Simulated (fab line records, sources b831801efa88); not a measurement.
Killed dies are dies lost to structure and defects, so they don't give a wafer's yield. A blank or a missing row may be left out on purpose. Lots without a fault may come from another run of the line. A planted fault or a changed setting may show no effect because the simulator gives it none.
fab line records | flow sky130
record lots=12 wafers=36 last_day=50
route steps=708 shown METAL1@437 VIA4@659 METAL5@676 PASSIVATION@683 PAD_OPEN@708
lots that met no fault: from a run of the same line without faults
start_h: hours from the record's first day to the start of the lot's first wafer shown | wait_h: hours since the lot's step before | " the same as in the row above | L1.1+2: a row that stands for several wafers | - no value, or no start given | * or withheld: withheld | < > ~ a bound
route shown NAME@n: a module of which the file shows steps, and the number in the route of the first | usual: mean/standard deviation of fault-free wafers | same: alike in all rows | chamber/n: place in a boat | sites: the reading at each site | _std_site: their standard deviation | _edge_site: outer sites' mean less inner sites' | radius_mm: how far each site lies from the wafer's centre | mask NAME#n: copy n | behind: the tool/chamber that last shaped the wafer | hold: why the lot was held/for how many hours/how that ended | device: the transistor (n, p or np) that didn't switch | end of line: the same wafers' tests at the end of the route | a step without rows: its recipe alone | killed: dies lost to structure and defects at the first sort, not the wafer's yield | map: a wafer's dies, x killed, . not, _ none there
set.NAME: the setting as run; set.NAME@STEP: as run at that earlier step | model.NAME: the simulator's own value behind a step, which no gauge read
steps of the route over a sample of lots; a table a step, a row a wafer
services: from which hour (start_h, from the record's first day; less than 0 if before it) a tool's chamber was out of use, for how many hours, and why
## steps
# step SKY_METAL1_SPUTTER_03
# recipe material=Ti target_thk_nm=5 power_w=3000 time_s=3.3 chamber_pressure_pa=0.4
# usual throttle_valve_pct=29.8/1.2
# columns lot.wafer tool chamber start_h wait_h throttle_valve_pct
L187.1 pvd_sputter-03 - 741.53 0.0 29.1
L187.3 " - " " 30.1
L187.6 " - " " 30.0
L188.1 pvd_sputter-02 - 746.72 0.0 29.8
L188.4 " - " " 31.1
L188.5 " - " " 27.5
L189.1 pvd_sputter-03 - 756.81 0.0 30.1
L189.2 " - " " 29.2
L189.4 " - " " 29.9
L190.1 pvd_sputter-03 - 768.13 0.0 28.8
L190.4 " - " " 30.1
L190.6 " - " " 30.4
L194.1 pvd_sputter-03 - 798.38 0.0 30.0
L194.4 " - " " 28.9
L194.5 " - " " 29.8
L196.1 pvd_sputter-03 - 806.57 0.0 28.9
L196.2 " - " " 29.9
L196.5 " - " " 30.3
L197.2 pvd_sputter-03 - 824.72 0.0 28.6
L197.4 " - " " 30.1
L197.6 " - " " 28.7
L198.2 pvd_sputter-01 - 825.17 0.0 29.8
L198.3 " - " " 32.4
L198.5 " - " " 32.4
L199.1 pvd_sputter-02 - 835.13 0.0 27.4
L199.3 " - " " 31.1
L199.4 " - " " 29.7
L204.2 pvd_sputter-03 - 871.58 0.0 29.9
L204.4 " - " " 30.1
L204.6 " - " " 30.0
L205.1 pvd_sputter-03 - 884.63 0.0 30.1
L205.4 " - " " 28.8
L205.5 " - " " 29.2
L209.1 pvd_sputter-01 - 916.46 0.0 28.1
L209.2 " - " " 32.7
L209.3 " - " " 30.2
# step SKY_VIA4_THK_MEAS_20
# recipe thk_meas_gauge=xrf reads=W_of_VIA4_CVD_18
# usual VIA4_W_THK=520/5.6
# columns lot.wafer tool chamber start_h wait_h VIA4_W_THK[nm]
L187.1 film_metro-04 - 1009.78 0.1 521
L187.3 " - " " 522
L187.6 " - " " 514
L188.1 film_metro-01 - 1016.95 0.1 516
L188.4 " - " " 523
L188.5 " - " " 514
L189.1 film_metro-01 - 1021.58 0.1 525
L189.2 " - " " 523
L189.4 " - " " 524
L190.1 film_metro-02 - 1034.79 0.1 514
L190.4 " - " " 513
L190.6 " - " " 519
L194.1 film_metro-01 - 1058.58 0.1 514
L194.4 " - " " 524
L194.5 " - " " 523
L196.1 film_metro-01 - 1063.91 0.1 522
L196.2 " - " " 510
L196.5 " - " " 520
L197.2 film_metro-01 - 1077.45 0.1 505
L197.4 " - " " 522
L197.6 " - " " 500
L198.2 film_metro-04 - 1079.38 0.1 532
L198.3 " - " " 530
L198.5 " - " " 536
L199.1 film_metro-04 - 1090.47 0.1 518
L199.3 " - " " 523
L199.4 " - " " 523
L204.2 film_metro-04 - 1117.43 0.1 525
L204.4 " - " " 516
L204.6 " - " " 515
L205.1 film_metro-02 - 1128.49 0.1 516
L205.4 " - " " 518
L205.5 " - " " 518
L209.1 film_metro-04 - 1153.92 0.1 527
L209.2 " - " " 524
L209.3 " - " " 520
# step SKY_METAL5_METAL_ETCH_15
# recipe target_depth_a=12600 stop_on=SiO2 over_etch_frac=0.2 time_s=252 chemistry=Cl2/BCl3 resist_sidewall_deg=86 pressure_mtorr=10 icp_w=900 bias_w=48.5 Cl2_flow_sccm=60 bcl3_flow_sccm=30
# usual drypump_motor_current_A=5.5/0.49 oes_product_au=0.894/0.0055 throttle_valve_pct=22.264/0.0087
# columns lot.wafer tool chamber start_h wait_h drypump_motor_current_A oes_product_au rf_hours_counter_h throttle_valve_pct
L187.1 rie_metal-01 0 1032.81 0.0 6.3 0.891 8 22.255
L187.3 " 1 " " 5.2 0.903 - 22.255
L187.6 " 1 " " 5.2 0.888 - 22.269
L188.1 rie_metal-03 1 1042.06 0.0 6.0 0.888 15 22.265
L188.4 " 1 " " 6.1 0.887 - 22.264
L188.5 " 1 " " 6.1 0.901 - 22.262
L189.1 rie_metal-02 1 1045.16 0.0 4.9 0.904 13 22.257
L189.2 " 0 " " 5.1 0.887 11 22.253
L189.4 " 0 " " 5.1 0.885 - 22.266
L190.1 rie_metal-03 1 1057.67 0.0 6.1 0.891 16 22.271
L190.4 " 0 " " 5.4 0.890 - 22.268
L190.6 " 1 " " 6.1 0.895 - 22.263
L194.1 rie_metal-02 0 1080.16 0.0 5.1 0.886 14 22.271
L194.4 " 1 " " 4.9 0.886 - 22.271
L194.5 " 0 " " 5.1 0.890 - 22.264
L196.1 rie_metal-01 1 1086.09 0.0 5.2 0.905 8 22.267
L196.2 " 0 " " 6.2 0.896 12 22.267
L196.5 " 0 " " 6.2 0.894 - 22.279
L197.2 rie_metal-01 0 1098.32 0.0 6.2 0.896 14 22.266
L197.4 " 1 " " 5.2 0.895 - 22.264
L197.6 " 1 " " 5.2 0.895 - 22.275
L198.2 rie_metal-03 1 1100.06 0.0 6.0 0.886 19 22.256
L198.3 " 1 " " 6.0 0.895 - 22.259
L198.5 " 0 " " 5.4 0.901 - 22.269
L199.1 rie_metal-02 0 1110.86 0.0 5.1 0.898 15 22.274
L199.3 " 1 " " 4.9 0.902 - 22.255
L199.4 " 0 " " 5.1 0.892 - 22.256
L204.2 rie_metal-02 1 1137.01 0.0 4.9 0.884 19 22.264
L204.4 " 0 " " 5.1 0.888 - 22.274
L204.6 " 1 " " 4.9 0.900 - 22.262
L205.1 rie_metal-03 0 1147.27 0.0 5.4 0.898 20 22.261
L205.4 " 1 " " 6.1 0.901 - 22.266
L205.5 " 1 " " 6.1 0.901 - 22.276
L209.1 rie_metal-02 0 1171.37 0.0 5.1 0.900 21 22.271
L209.2 " 1 " " 4.9 0.895 22 22.264
L209.3 " 1 " " 4.9 0.892 - 22.253
# step SKY_PASSIVATION_CVD_02
# recipe material=Si3N4 target_thk_nm=540 temp_c=400 time_s=withheld rf_w=450
# usual heater_power_w=771/150
# columns lot.wafer tool chamber start_h wait_h heater_power_w
L187.1 pecvd-02 2 1033.72 0.1 650
L187.3 " 0 " " 799
L187.6 " 0 " " 837
L188.1 pecvd-02 1 1042.97 0.1 733
L188.4 " 2 " " 617
L188.5 " 1 " " 792
L189.1 pecvd-02 0 1046.11 0.1 816
L189.2 " 2 " " 627
L189.4 " 0 " " 847
L190.1 pecvd-02 2 1058.59 0.1 663
L190.4 " 2 " " 648
L190.6 " 2 " " 525
L194.1 pecvd-04 1 1081.08 0.1 949
L194.4 " 1 " " 774
L194.5 " 0 " " 541
L196.1 pecvd-02 0 1087.03 0.1 818
L196.2 " 2 " " 648
L196.5 " 1 " " 865
L197.2 pecvd-02 2 1099.23 0.0 552
L197.4 " 1 " " 868
L197.6 " 2 " " 627
L198.2 pecvd-03 0 1100.98 0.0 687
L198.3 " 1 " " 726
L198.5 " 0 " " 727
L199.1 pecvd-02 1 1111.77 0.1 845
L199.3 " 2 " " 586
L199.4 " 1 " " 865
L204.2 pecvd-02 2 1137.92 0.0 628
L204.4 " 0 " " 802
L204.6 " 1 " " 865
L205.1 pecvd-03 0 1148.19 0.1 785
L205.4 " 2 " " 1117
L205.5 " 0 " " 643
L209.1 pecvd-04 1 1172.28 0.1 924
L209.2 " 2 " " 581
L209.3 " 0 " " 600
# step SKY_PAD_OPEN_PROBE_99
# usual defect_limited_yield=82.4/1.9 killed_at_M0_to_M3=43/6.7 killed_at_M4_up=3.1/1.9 killed_at_contacts=25/5 killed_at_front_end=15/4 killed_at_other=0.4/0.69 killed_dies=87/9.2 killed_open=46/7.1 killed_short=40/6.8 sort_bin_3_pad_short=0.9/0.48 sort_bin_5_function=10.3/1.5 sort_bin_6_memory=6.4/1.2 sort_n_pass=405/9.2 sort_yield_pct=82.4/1.9
# same gross_dies=492 killed_at_back_side=0 sort_bin_4_leakage[%]=0 sort_bin_8_speed[%]=0
# columns lot.wafer tool chamber start_h wait_h hold defect_limited_yield[%] killed_at_M0_to_M3 killed_at_M4_up killed_at_contacts killed_at_front_end killed_at_other killed_dies killed_open killed_short sort_bin_3_pad_short[%] sort_bin_5_function[%] sort_bin_6_memory[%] sort_n_pass sort_yield_pct[%]
L187.1 prober-01 - 1080.35 0.1 - 83.7 42 6 19 13 0 80 35 45 1.8 6.7 7.7 412 83.7
L187.3 prober-01 - 1080.45 0.2 - 82.9 42 0 21 20 1 84 38 46 0 9.6 7.5 408 82.9
L187.6 prober-01 - 1080.60 0.2 - 80.7 47 5 26 12 5 95 47 45 0.8 12.4 6.1 397 80.7
L188.1 prober-02 - 1089.01 0.1 - 82.3 43 4 22 18 0 87 48 38 2.4 9.3 5.9 405 82.3
L188.4 prober-02 - 1089.16 0.2 - 78.9 48 5 31 20 0 104 58 46 0 13.8 7.3 388 78.9
L188.5 prober-02 - 1089.21 0.2 - 84.3 38 3 22 14 0 77 42 35 1.2 8.3 6.1 415 84.3
L189.1 prober-01 - 1092.52 0.1 - 81.1 44 1 24 24 0 93 46 47 0.6 12.0 6.3 399 81.1
L189.2 prober-01 - 1092.57 0.1 - 80.7 52 5 23 15 0 95 47 48 0.8 11.8 6.7 397 80.7
L189.4 prober-01 - 1092.67 0.2 - 78.3 53 9 27 17 1 107 46 61 1.6 13.0 7.1 385 78.3
L190.1 prober-01 - 1101.79 0.1 - 82.1 42 6 28 12 0 88 43 45 1.0 9.6 7.3 404 82.1
L190.4 prober-01 - 1101.94 0.2 - 82.9 36 5 24 17 2 84 46 38 1.0 8.3 7.7 408 82.9
L190.6 prober-01 - 1102.04 0.2 - 85.0 34 3 25 12 0 74 37 35 1.2 7.5 6.3 418 85.0
L194.1 prober-02 - 1124.52 0.1 - 80.5 54 3 26 12 1 96 55 41 1.0 11.2 7.3 396 80.5
L194.4 prober-02 - 1124.67 0.2 - 82.3 38 5 27 17 0 87 48 39 1.0 9.8 6.9 405 82.3
L194.5 prober-02 - 1124.72 0.2 - 83.5 34 4 29 14 0 81 57 24 0.8 9.1 6.5 411 83.5
L196.1 prober-02 - 1129.51 0.1 - 82.5 35 3 35 12 1 86 49 37 1.2 8.5 7.7 406 82.5
L196.2 prober-02 - 1129.56 0.1 - 83.7 38 2 24 16 0 80 41 39 1.4 8.5 6.3 412 83.7
L196.5 prober-02 - 1129.71 0.2 - 82.1 40 6 30 12 0 88 36 51 1.2 9.8 6.9 404 82.1
L197.2 prober-01 - 1141.37 0.1 - 82.5 38 9 20 19 0 86 47 37 0.8 10.0 6.7 406 82.5
L197.4 prober-01 - 1141.47 0.2 - 79.9 59 4 22 14 0 99 54 44 1.8 11.4 6.9 393 79.9
L197.6 prober-01 - 1141.57 0.2 - 82.3 43 0 29 15 0 87 52 34 0.6 11.0 6.1 405 82.3
L198.2 prober-02 - 1142.97 0.1 - 82.5 36 4 26 20 0 86 37 48 1.0 9.8 6.7 406 82.5
L198.3 prober-02 - 1143.02 0.2 - 87.2 36 3 12 11 1 63 29 34 1.0 5.5 6.3 429 87.2
L198.5 prober-02 - 1143.12 0.2 - 81.3 44 2 27 19 0 92 48 44 1.0 10.0 7.7 400 81.3
L199.1 prober-01 - 1152.48 0.1 - 82.9 44 4 24 12 0 84 42 42 0.8 10.4 5.9 408 82.9
L199.3 prober-01 - 1152.58 0.2 - 82.7 48 4 19 14 0 85 52 33 1.0 10.4 5.9 407 82.7
L199.4 prober-01 - 1152.63 0.2 - 85.2 36 5 22 9 1 73 42 30 0.6 7.5 6.7 419 85.2
L204.2 prober-01 - 1175.62 0.1 await_dispo/11.3h/release 79.1 58 5 29 11 0 103 55 48 1.8 12.6 6.5 389 79.1
L204.4 prober-01 - 1175.72 0.2 await_dispo/11.3h/release 80.1 49 5 26 17 1 98 39 59 1.2 12.0 6.7 394 80.1
L204.6 prober-01 - 1175.82 0.2 await_dispo/11.3h/release 75.2 100 3 16 3 0 122 40 27 2.4 16.7 5.7 370 75.2
L205.1 prober-01 - 1183.97 0.1 await_dispo/5.8h/release 73.6 89 0 31 10 0 130 50 24 2.4 14.8 9.1 362 73.6
L205.4 prober-01 - 1184.12 0.2 await_dispo/5.8h/release 81.3 45 4 30 13 0 92 43 48 0.6 14.2 3.9 400 81.3
L205.5 prober-01 - 1184.17 0.2 await_dispo/5.8h/release 85.0 37 1 25 10 1 74 45 29 1.2 8.5 5.3 418 85.0
L209.1 prober-02 - 1206.17 0.1 - 85.4 37 1 22 12 0 72 41 31 1.0 9.6 4.1 420 85.4
L209.2 prober-02 - 1206.22 0.1 - 83.9 37 2 28 12 0 79 47 32 0.2 10.6 5.3 413 83.9
L209.3 prober-02 - 1206.27 0.2 - 83.7 35 6 28 11 0 80 36 44 0.8 8.1 7.3 412 83.7
# killed by level:class
L187.1 METAL1:geometric_particle:short=9 LOCAL_INTERCONNECT:geometric_particle:short=7 VIA2:geometric_particle:open=6 VIA3:geometric_particle:open=6 METAL4:geometric_particle:short=5 CONTACT:geometric_particle:open=5 METAL2:geometric_particle:short=5 LI_CONTACT:geometric_particle:open=4
L187.3 VIA2:geometric_particle:open=8 LI_CONTACT:geometric_particle:open=7 LOCAL_INTERCONNECT:geometric_particle:short=7 METAL1:geometric_particle:short=7 POLY_GATE:geometric_particle:short=5 VIA1:geometric_particle:open=5 METAL2:geometric_particle:short=5 FIELD_ISO:geometric_particle:short=4
L187.6 VIA3:geometric_particle:open=13 CONTACT:geometric_particle:open=10 VIA1:geometric_particle:open=10 LOCAL_INTERCONNECT:geometric_particle:short=7 METAL2:geometric_particle:short=6 FIELD_ISO:geometric_particle:short=4 LI_CONTACT:geometric_particle:short=4 METAL1:geometric_particle:short=4
L188.1 VIA2:geometric_particle:open=9 CONTACT:geometric_particle:open=8 FIELD_ISO:geometric_particle:open=7 CONTACT:geometric_particle:short=7 VIA1:geometric_particle:open=7 METAL2:geometric_particle:short=6 METAL1:geometric_particle:short=5 POLY_GATE:geometric_particle:open=4
L188.4 VIA1:geometric_particle:open=11 CONTACT:geometric_particle:open=11 LI_CONTACT:geometric_particle:open=8 CONTACT:geometric_particle:short=7 VIA3:geometric_particle:open=7 POLY_GATE:geometric_particle:open=6 VIA1:geometric_particle:short=6 VIA3:geometric_particle:short=6
L188.5 LI_CONTACT:geometric_particle:open=9 METAL1:geometric_particle:short=6 VIA1:geometric_particle:open=6 CONTACT:geometric_particle:open=5 VIA3:geometric_particle:open=5 POLY_GATE:geometric_particle:open=4 VIA2:geometric_particle:open=4 VIA2:geometric_particle:short=4
L189.1 VIA1:geometric_particle:open=9 LOCAL_INTERCONNECT:geometric_particle:short=7 VIA2:geometric_particle:open=7 VIA1:geometric_particle:short=6 LI_CONTACT:geometric_particle:open=5 FIELD_ISO:geometric_particle:short=5 POLY_GATE:geometric_particle:open=5 CONTACT:geometric_particle:open=5
L189.2 METAL1:geometric_particle:short=10 VIA1:geometric_particle:open=10 VIA3:geometric_particle:open=9 LOCAL_INTERCONNECT:geometric_particle:short=7 CONTACT:geometric_particle:open=6 METAL3:geometric_particle:short=5 CONTACT:geometric_particle:short=5 POLY_GATE:geometric_particle:open=4
L189.4 FIELD_ISO:geometric_particle:short=8 VIA1:geometric_particle:short=8 CONTACT:geometric_particle:open=7 LI_CONTACT:geometric_particle:open=7 LOCAL_INTERCONNECT:geometric_particle:short=7 VIA1:geometric_particle:open=7 VIA3:geometric_particle:open=7 METAL1:geometric_particle:short=6
L190.1 CONTACT:geometric_particle:open=10 LI_CONTACT:geometric_particle:open=9 VIA1:geometric_particle:open=8 METAL2:geometric_particle:short=7 METAL1:geometric_particle:short=6 VIA1:geometric_particle:short=5 METAL4:geometric_particle:short=5 LOCAL_INTERCONNECT:geometric_particle:short=4
L190.4 CONTACT:geometric_particle:open=10 VIA1:geometric_particle:short=7 FIELD_ISO:geometric_particle:short=6 VIA1:geometric_particle:open=6 METAL2:geometric_particle:short=6 FIELD_ISO:geometric_particle:open=5 LI_CONTACT:geometric_particle:open=5 LOCAL_INTERCONNECT:geometric_particle:short=5
L190.6 CONTACT:geometric_particle:open=10 METAL1:geometric_particle:short=7 VIA1:geometric_particle:open=7 LI_CONTACT:geometric_particle:short=5 VIA3:geometric_particle:open=5 LOCAL_INTERCONNECT:geometric_particle:short=4 POLY_GATE:geometric_particle:short=3 CONTACT:geometric_particle:short=3
L194.1 VIA1:geometric_particle:open=15 LI_CONTACT:geometric_particle:open=10 CONTACT:geometric_particle:open=9 VIA2:geometric_particle:open=9 VIA1:geometric_particle:short=7 METAL2:geometric_particle:short=6 VIA3:geometric_particle:open=5 POLY_GATE:geometric_particle:open=4
L194.4 VIA1:geometric_particle:open=10 FIELD_ISO:geometric_particle:short=8 CONTACT:geometric_particle:open=8 VIA2:geometric_particle:open=8 LI_CONTACT:geometric_particle:open=7 LI_CONTACT:geometric_particle:short=6 CONTACT:geometric_particle:short=6 METAL2:geometric_particle:short=6
L194.5 VIA2:geometric_particle:open=11 LI_CONTACT:geometric_particle:open=10 CONTACT:geometric_particle:open=10 VIA1:geometric_particle:open=9 POLY_GATE:geometric_particle:open=5 LI_CONTACT:geometric_particle:short=5 VIA3:geometric_particle:open=5 FIELD_ISO:geometric_particle:short=4
L196.1 CONTACT:geometric_particle:open=18 VIA1:geometric_particle:open=7 LOCAL_INTERCONNECT:geometric_particle:short=7 CONTACT:geometric_particle:short=7 FIELD_ISO:geometric_particle:open=5 VIA2:geometric_particle:open=5 METAL2:geometric_particle:short=4 VIA3:geometric_particle:open=4
L196.2 LI_CONTACT:geometric_particle:open=8 CONTACT:geometric_particle:open=7 VIA1:geometric_particle:short=6 VIA1:geometric_particle:open=6 CONTACT:geometric_particle:short=5 FIELD_ISO:geometric_particle:open=4 METAL1:geometric_particle:short=4 VIA2:geometric_particle:short=4
L196.5 CONTACT:geometric_particle:short=9 CONTACT:geometric_particle:open=8 VIA1:geometric_particle:open=7 LOCAL_INTERCONNECT:geometric_particle:short=7 FIELD_ISO:geometric_particle:short=5 VIA1:geometric_particle:short=5 METAL2:geometric_particle:short=5 VIA2:geometric_particle:open=4
L197.2 VIA1:geometric_particle:open=10 VIA3:geometric_particle:open=8 CONTACT:geometric_particle:open=6 POLY_GATE:geometric_particle:short=5 VIA1:geometric_particle:short=5 METAL2:geometric_particle:short=5 FIELD_ISO:geometric_particle:short=4 POLY_GATE:geometric_particle:open=4
L197.4 VIA1:geometric_particle:open=14 VIA3:geometric_particle:open=10 METAL1:geometric_particle:short=8 LI_CONTACT:geometric_particle:open=7 CONTACT:geometric_particle:open=7 METAL2:geometric_particle:short=7 VIA3:geometric_particle:short=6 FIELD_ISO:geometric_particle:open=4
L197.6 CONTACT:geometric_particle:open=12 VIA1:geometric_particle:open=8 VIA3:geometric_particle:open=8 METAL2:geometric_particle:short=7 LI_CONTACT:geometric_particle:open=6 VIA2:geometric_particle:open=6 POLY_GATE:geometric_particle:open=5 CONTACT:geometric_particle:short=5
L198.2 CONTACT:geometric_particle:open=9 FIELD_ISO:geometric_particle:short=8 VIA1:geometric_particle:open=6 METAL1:geometric_particle:short=6 LI_CONTACT:geometric_particle:short=5 METAL2:geometric_particle:short=5 CONTACT:geometric_particle:short=5 VIA3:geometric_particle:open=5
L198.3 VIA2:geometric_particle:open=8 METAL1:geometric_particle:short=7 VIA1:geometric_particle:short=5 LI_CONTACT:geometric_particle:short=5 FIELD_ISO:geometric_particle:short=4 CONTACT:geometric_particle:open=4 VIA1:geometric_particle:open=4 METAL3:geometric_particle:short=3
L198.5 CONTACT:geometric_particle:open=12 VIA1:geometric_particle:open=9 FIELD_ISO:geometric_particle:short=7 FIELD_ISO:geometric_particle:open=7 VIA2:geometric_particle:open=6 METAL2:geometric_particle:short=5 LOCAL_INTERCONNECT:geometric_particle:short=5 LI_CONTACT:geometric_particle:open=5
L199.1 LI_CONTACT:geometric_particle:open=10 VIA1:geometric_particle:open=10 METAL2:geometric_particle:short=8 CONTACT:geometric_particle:open=6 VIA3:geometric_particle:open=5 VIA2:geometric_particle:open=5 VIA1:geometric_particle:short=5 FIELD_ISO:geometric_particle:open=4
L199.3 VIA1:geometric_particle:open=15 CONTACT:geometric_particle:open=8 VIA2:geometric_particle:open=7 METAL1:geometric_particle:short=6 FIELD_ISO:geometric_particle:open=5 LI_CONTACT:geometric_particle:open=5 VIA3:geometric_particle:open=5 VIA3:geometric_particle:short=5
L199.4 LI_CONTACT:geometric_particle:open=11 VIA1:geometric_particle:open=9 METAL1:geometric_particle:short=6 VIA3:geometric_particle:open=4 CONTACT:geometric_particle:open=4 VIA2:geometric_particle:short=4 VIA2:geometric_particle:open=4 METAL4:geometric_particle:short=4
L204.2 CONTACT:geometric_particle:open=12 VIA1:geometric_particle:short=11 VIA1:geometric_particle:open=10 VIA3:geometric_particle:open=8 LI_CONTACT:geometric_particle:open=7 METAL2:geometric_particle:short=7 VIA2:geometric_particle:open=7 CONTACT:geometric_particle:short=6
L204.4 VIA1:geometric_particle:open=12 METAL2:geometric_particle:short=9 LI_CONTACT:geometric_particle:open=8 CONTACT:geometric_particle:open=8 FIELD_ISO:geometric_particle:short=6 POLY_GATE:geometric_particle:short=6 VIA1:geometric_particle:short=6 VIA2:geometric_particle:open=5
L204.6 METAL1:unspecified=55 VIA3:geometric_particle:open=8 VIA2:geometric_particle:open=8 VIA1:geometric_particle:open=7 CONTACT:geometric_particle:open=5 METAL1:geometric_particle:short=5 VIA1:geometric_particle:short=4 METAL2:geometric_particle:open=4
L205.1 METAL1:unspecified=54 LI_CONTACT:geometric_particle:open=12 VIA1:geometric_particle:open=11 CONTACT:geometric_particle:open=10 VIA3:geometric_particle:open=6 CONTACT:geometric_particle:short=5 METAL1:geometric_particle:short=5 VIA2:geometric_particle:open=5
L205.4 LI_CONTACT:geometric_particle:open=9 VIA1:geometric_particle:open=8 VIA3:geometric_particle:open=8 METAL2:geometric_particle:short=8 CONTACT:geometric_particle:open=7 CONTACT:geometric_particle:short=5 SPACER:geometric_particle:short=4 LOCAL_INTERCONNECT:geometric_particle:short=4
L205.5 CONTACT:geometric_particle:open=11 VIA3:geometric_particle:open=10 METAL1:geometric_particle:short=8 LI_CONTACT:geometric_particle:open=7 VIA2:geometric_particle:open=5 FIELD_ISO:geometric_particle:open=4 CONTACT:geometric_particle:short=4 METAL2:geometric_particle:short=4
L209.1 CONTACT:geometric_particle:open=10 VIA2:geometric_particle:open=8 METAL2:geometric_particle:short=8 VIA1:geometric_particle:open=6 LI_CONTACT:geometric_particle:open=5 FIELD_ISO:geometric_particle:open=4 FIELD_ISO:geometric_particle:short=3 POLY_GATE:geometric_particle:open=3
L209.2 CONTACT:geometric_particle:open=11 LI_CONTACT:geometric_particle:open=8 VIA2:geometric_particle:open=8 VIA3:geometric_particle:open=5 METAL1:geometric_particle:short=4 VIA1:geometric_particle:open=4 FIELD_ISO:geometric_particle:short=3 POLY_GATE:geometric_particle:short=3
L209.3 CONTACT:geometric_particle:open=10 METAL1:geometric_particle:short=7 VIA1:geometric_particle:open=7 METAL2:geometric_particle:short=7 LI_CONTACT:geometric_particle:open=6 LI_CONTACT:geometric_particle:short=5 LOCAL_INTERCONNECT:geometric_particle:short=4 VIA2:geometric_particle:short=4
## services
# columns tool chamber start_h hours kind
rie_metal-03 - 725.42 0.2 repair
pecvd-03 1 739.66 16.1 repair
pvd_sputter-02 - 753.21 3.8 repair
rie_metal-03 1 757.71 6.5 repair
pecvd-04 1 765.61 3.5 repair
rie_metal-01 1 769.55 39.6 repair
pecvd-02 1 790.05 2.9 repair
rie_metal-03 0 804.55 1.2 repair
pecvd-02 2 825.33 5.5 repair
rie_metal-03 1 859.70 55.5 repair
rie_metal-01 - 888.85 2.8 pm
pvd_sputter-03 - 947.15 2.1 repair
rie_metal-01 1 985.62 5.7 repair
pecvd-02 0 999.07 6.3 repair
rie_metal-02 - 1005.29 0.1 repair
rie_metal-02 - 1029.14 14.6 pm
pecvd-02 1 1045.89 6.5 repair
pecvd-02 1 1055.41 3.3 repair
rie_metal-02 1 1058.43 4.9 repair
pecvd-02 0 1094.08 4.5 repair
pecvd-02 0 1106.36 3.1 repair
pvd_sputter-03 - 1109.79 8.8 repair
rie_metal-03 - 1110.14 14.6 pm
rie_metal-02 - 1135.94 0.8 repair
## key
first_sign step=SKY_PAD_OPEN_PROBE_99 reading=killed_at_M0_to_M3 direction=up sigmas=7.6 usual=43 struck=94
effect step=SKY_PAD_OPEN_PROBE_99 reading=defect_limited_yield direction=down sigmas=4.3 usual=82.4 struck=74.4
met_at SKY_METAL1_SPUTTER_03
struck_lots L204,L205
struck_wafers L204.6,L205.1
not_acting_at SKY_VIA4_THK_MEAS_20,SKY_METAL5_METAL_ETCH_15,SKY_PASSIVATION_CVD_02
onset_between 806.57 871.58
fault kind=chamber_particle_source tool=pvd_sputter-03 chamber=- onset_h=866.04 steps=SKY_METAL1_SPUTTER_03 rate_per_visit_cm2=0.68471 end_h=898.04 scope=struck_wafers_only
